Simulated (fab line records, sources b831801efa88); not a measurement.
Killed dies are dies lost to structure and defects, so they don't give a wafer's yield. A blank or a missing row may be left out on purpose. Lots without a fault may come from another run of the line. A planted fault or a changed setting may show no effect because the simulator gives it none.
fab line records | flow gf180mcu | part 2 of 2: steps 30 to 40 of 40
record lots=5 wafers=15 last_day=32
route steps=602 shown VT_IMPLANT@98 MVSD@136 NWELL@137
lots that met no fault: from a run of the same line without faults
start_h: hours from the record's first day to the start of the lot's first wafer shown | wait_h: hours since the lot's step before | " the same as in the row above | L1.1+2: a row that stands for several wafers | - no value, or no start given | * or withheld: withheld | < > ~ a bound
route shown NAME@n: a module of which the file shows steps, and the number in the route of the first | usual: mean/standard deviation of fault-free wafers | same: alike in all rows | chamber/n: place in a boat | sites: the reading at each site | _std_site: their standard deviation | _edge_site: outer sites' mean less inner sites' | radius_mm: how far each site lies from the wafer's centre | mask NAME#n: copy n | behind: the tool/chamber that last shaped the wafer | hold: why the lot was held/for how many hours/how that ended | device: the transistor (n, p or np) that didn't switch | end of line: the same wafers' tests at the end of the route | a step without rows: its recipe alone | killed: dies lost to structure and defects at the first sort, not the wafer's yield | map: a wafer's dies, x killed, . not, _ none there
set.NAME: the setting as run; set.NAME@STEP: as run at that earlier step | model.NAME: the simulator's own value behind a step, which no gauge read
lots at some steps of the route; a table a step, a row a wafer
services: from which hour (start_h, from the record's first day; less than 0 if before it) a tool's chamber was out of use, for how many hours, and why
## steps
# step GF_VT_IMPLANT_EXPOSE_37
# recipe mask_id=Nwell_HV_AREA target_cd_nm=860 na=0.6 source_shape=conventional sigma_outer=0.6 dose_mj=140
# usual exposure_dose_mJ_cm2=139.97/0.14 focus_offset_nm=0.2/0.53
# same sigma_outer=0.6
# columns lot.wafer tool chamber start_h wait_h mask exposure_dose_mJ_cm2 focus_offset_nm
L079.3 iline_stepper-01 0 - - Nwell_HV_AREA#0 140.04 0.5
L079.4 " 0 " " Nwell_HV_AREA#0 139.90 0.7
L079.6 " 0 " " Nwell_HV_AREA#0 140.10 0.1
L080.1 iline_stepper-02 0 - - Nwell_HV_AREA#0 140.20 -0.4
L080.2 " 0 " " Nwell_HV_AREA#0 139.95 -0.1
L080.5 " 0 " " Nwell_HV_AREA#0 139.83 0.1
L086.1 iline_stepper-01 0 - - Nwell_HV_AREA#0 140.01 1.1
L086.2 " 0 " " Nwell_HV_AREA#0 140.10 -0.8
L086.6 " 0 " " Nwell_HV_AREA#0 140.13 -0.9
L085.2 iline_stepper-01 0 - - Nwell_HV_AREA#0 139.67 0.1
L085.3 " 0 " " Nwell_HV_AREA#0 139.86 0.9
L085.6 " 0 " " Nwell_HV_AREA#0 139.93 0.7
L088.1 iline_stepper-02 0 - - Nwell_HV_AREA#0 139.95 0.1
L088.3 " 0 " " Nwell_HV_AREA#0 139.73 -0.1
L088.6 " 0 " " Nwell_HV_AREA#0 140.05 1.1
# step GF_VT_IMPLANT_PEB_38
# recipe temp_c=withheld time_s=* resist=NOVOLAK
# columns lot.wafer tool chamber start_h wait_h
L079.3+4+6 litho_track-04 0 - -
L080.1+2+5 litho_track-01 0 - -
L086.1+2+6 litho_track-04 0 - -
L085.2+3+6 litho_track-01 0 - -
L088.1+3+6 litho_track-03 0 - -
# step GF_VT_IMPLANT_DEVELOP_39
# recipe develop_time_s=60 dev_temp_c=23
# columns lot.wafer tool chamber start_h wait_h
L079.3+4+6 litho_track-04 0 189.12 0.1
L080.1+2+5 litho_track-01 0 194.52 0.1
L086.1+2+6 litho_track-04 0 241.62 0.1
L085.2+3+6 litho_track-01 0 242.89 0.1
L088.1+3+6 litho_track-03 0 257.37 0.1
# step GF_VT_IMPLANT_OVL_MEAS_40
# usual VT_IMPLANT_03_OVL=-0.5/1.3
# columns lot.wafer tool chamber start_h wait_h VT_IMPLANT_03_OVL[nm]
L079.3 overlay-01 - 189.23 0.1 2.6
L079.4 " - " " 2.0
L079.6 " - " " 3.4
L080.1 overlay-01 - 194.67 0.1 -0.9
L080.2 " - " " -0.4
L080.5 " - " " -1.0
L086.1 overlay-02 - 241.77 0.1 -0.6
L086.2 " - " " 0.1
L086.6 " - " " -0.7
L085.2 overlay-01 - 243.02 0.1 -2.2
L085.3 " - " " -0.1
L085.6 " - " " 2.3
L088.1 overlay-01 - 257.52 0.1 -2.0
L088.3 " - " " 0.2
L088.6 " - " " -0.4
# step GF_VT_IMPLANT_IMPLANT_41
# recipe species=As energy_kev=70 dose_cm2=1.013e+12 tilt_deg=7
# columns lot.wafer tool chamber start_h wait_h
L079.3+4+6 implanter-02 0 189.31 0.1
L080.1+2+5 implanter-04 0 194.70 0.0
L086.1+2+6 implanter-03 0 241.81 0.0
L085.2+3+6 implanter-03 0 243.08 0.0
L088.1+3+6 implanter-02 0 257.56 0.0
# step GF_VT_IMPLANT_STRIP_42
# recipe chemistry=O2/N2 power_w=1400 pressure_mtorr=1500 platen_temp_c=250 o2_flow_sccm=3000 n2_flow_sccm=300 overash_fraction=0.5
# usual drypump_motor_current_A=5.3/0.48 heater_power_w=370/32 oes_product_au=0.716/0.0049 platen_temp_c=249.99/0.18 strip_time_to_endpoint_s=12.64/0.037
# columns lot.wafer tool chamber start_h wait_h drypump_motor_current_A heater_power_w oes_product_au platen_temp_c rf_hours_counter_h strip_time_to_endpoint_s
L079.3 plasma_asher-01 1 189.44 0.1 5.4 372 0.722 249.99 - 12.66
L079.4 " 0 " " 5.2 322 0.711 249.90 - 12.67
L079.6 " 0 " " 5.2 318 0.714 249.76 - 12.68
L080.1 plasma_asher-03 1 194.85 0.1 4.9 334 0.718 250.21 52 12.68
L080.2 " 0 " " 4.7 355 0.717 250.38 52 12.67
L080.5 " 1 " " 4.9 322 0.720 249.74 - 12.69
L086.1 plasma_asher-03 1 241.96 0.1 4.9 319 0.718 249.98 57 12.70
L086.2 " 0 " " 4.7 372 0.709 250.09 57 12.70
L086.6 " 0 " " 4.7 362 0.709 249.85 - 12.64
L085.2 plasma_asher-04 0 243.20 0.1 6.0 386 0.720 249.95 44 12.63
L085.3 " 1 " " 5.2 393 0.717 249.64 - 12.62
L085.6 " 1 " " 5.2 394 0.718 249.94 - 12.61
L088.1 plasma_asher-01 0 257.71 0.1 5.2 330 0.715 250.00 14 12.61
L088.3 " 0 " " 5.2 325 0.722 250.13 - 12.61
L088.6 " 1 " " 5.4 373 0.712 250.02 - 12.62
# step GF_VT_IMPLANT_TW_MEAS_43
# usual VT_IMPLANT_4_TW=692/4
# columns lot.wafer tool chamber start_h wait_h VT_IMPLANT_4_TW
L079.3 film_metro-01 - 189.53 0.1 695
L079.4 " - " " 689
L079.6 " - " " 689
L080.1 film_metro-03 - 194.95 0.1 700
L080.2 " - " " 694
L080.5 " - " " 697
L086.1 film_metro-02 - 242.06 0.1 694
L086.2 " - " " 691
L086.6 " - " " 693
L085.2 film_metro-03 - 243.31 0.1 693
L085.3 " - " " 694
L085.6 " - " " 695
L088.1 film_metro-01 - 257.81 0.1 691
L088.3 " - " " 692
L088.6 " - " " 690
# step GF_VT_IMPLANT_CLEAN_44
# recipe chemistry=SC1/SC2 mix=1:4:20 temp_c=70 time_s=150 dry=n2_spin
# columns lot.wafer tool chamber start_h wait_h
L079.3+4+6 wet_bench-04 1 189.57 0.0
L080.1+2+5 wet_bench-03 3 195.01 0.1
L086.1+2+6 wet_bench-01 3 242.12 0.1
L085.2+3+6 wet_bench-04 0 243.36 0.0
L088.1+3+6 wet_bench-03 0 257.87 0.1
# step GF_VT_IMPLANT_RTA_45
# recipe temp_c=1050 time_s=30 ambient=N2
# usual lamp_power_pct=37/3.2 wafer_temp_C_max=1053.8/0.89
# columns lot.wafer tool chamber start_h wait_h lamp_power_pct wafer_temp_C_max
L079.3 rtp_anneal-01 0 189.65 0.0 33 1054.1
L079.4 " 0 " " 33 1053.6
L079.6 " 0 " " 33 1053.5
L080.1 rtp_anneal-01 0 195.06 0.0 33 1054.6
L080.2 " 0 " " 33 1053.7
L080.5 " 0 " " 33 1054.9
L086.1 rtp_anneal-02 0 242.17 0.0 39 1053.2
L086.2 " 0 " " 39 1053.9
L086.6 " 0 " " 39 1054.2
L085.2 rtp_anneal-01 0 243.43 0.0 33 1055.1
L085.3 " 0 " " 33 1053.3
L085.6 " 0 " " 33 1054.0
L088.1 rtp_anneal-02 0 257.92 0.0 39 1053.1
L088.3 " 0 " " 39 1052.7
L088.6 " 0 " " 39 1053.4
# step GF_VT_IMPLANT_RS_MEAS_46
# recipe thk_meas_gauge=four-point-probe
# usual MVSD_RS=456.5/1.3
# columns lot.wafer tool chamber start_h wait_h MVSD_RS[ohm/sq]
L079.3 film_metro-01 - 189.76 0.1 458.2
L079.4 " - " " 457.3
L079.6 " - " " 458.0
L080.1 film_metro-01 - 195.16 0.1 455.7
L080.2 " - " " 454.4
L080.5 " - " " 454.9
L086.1 film_metro-01 - 242.27 0.1 457.0
L086.2 " - " " 458.0
L086.6 " - " " 456.6
L085.2 film_metro-01 - 243.54 0.1 456.3
L085.3 " - " " 456.4
L085.6 " - " " 455.6
L088.1 film_metro-04 - 258.02 0.1 455.5
L088.3 " - " " 456.4
L088.6 " - " " 456.3
# step GF_VT_IMPLANT_RS_MEAS_47
# recipe thk_meas_gauge=four-point-probe
# usual NWELL_RS=488.1/0.96
# columns lot.wafer tool chamber start_h wait_h NWELL_RS[ohm/sq]
L079.3 film_metro-01 - 189.88 0.1 489.0
L079.4 " - " " 489.6
L079.6 " - " " 488.7
L080.1 film_metro-01 - 195.28 0.1 486.4
L080.2 " - " " 487.2
L080.5 " - " " 487.3
L086.1 film_metro-01 - 242.39 0.1 487.1
L086.2 " - " " 488.7
L086.6 " - " " 489.6
L085.2 film_metro-01 - 243.66 0.1 488.9
L085.3 " - " " 488.5
L085.6 " - " " 488.5
L088.1 film_metro-04 - 258.14 0.1 488.0
L088.3 " - " " 488.2
L088.6 " - " " 488.9
## services
# columns tool chamber start_h hours kind
implanter-04 - 116.59 4.0 pm
plasma_asher-01 - 117.83 2.8 pm
plasma_asher-01 0 117.83 - clean
plasma_asher-01 1 117.83 - clean
implanter-04 - 120.57 7.7 pm
implanter-03 - 132.67 3.3 repair
iline_stepper-02 - 134.56 2.1 pm
iline_stepper-02 - 136.65 - consumable_replace:lamp
litho_track-01 - 140.87 - consumable_replace:filter
plasma_asher-03 - 149.64 0.8 repair
plasma_asher-01 - 168.94 0.4 repair
iline_stepper-01 - 176.91 2.1 pm
iline_stepper-01 - 179.00 - consumable_replace:lamp
iline_stepper-02 - 208.41 9.7 repair
iline_stepper-02 - 228.42 1.7 pm
iline_stepper-01 0 245.89 - calibration
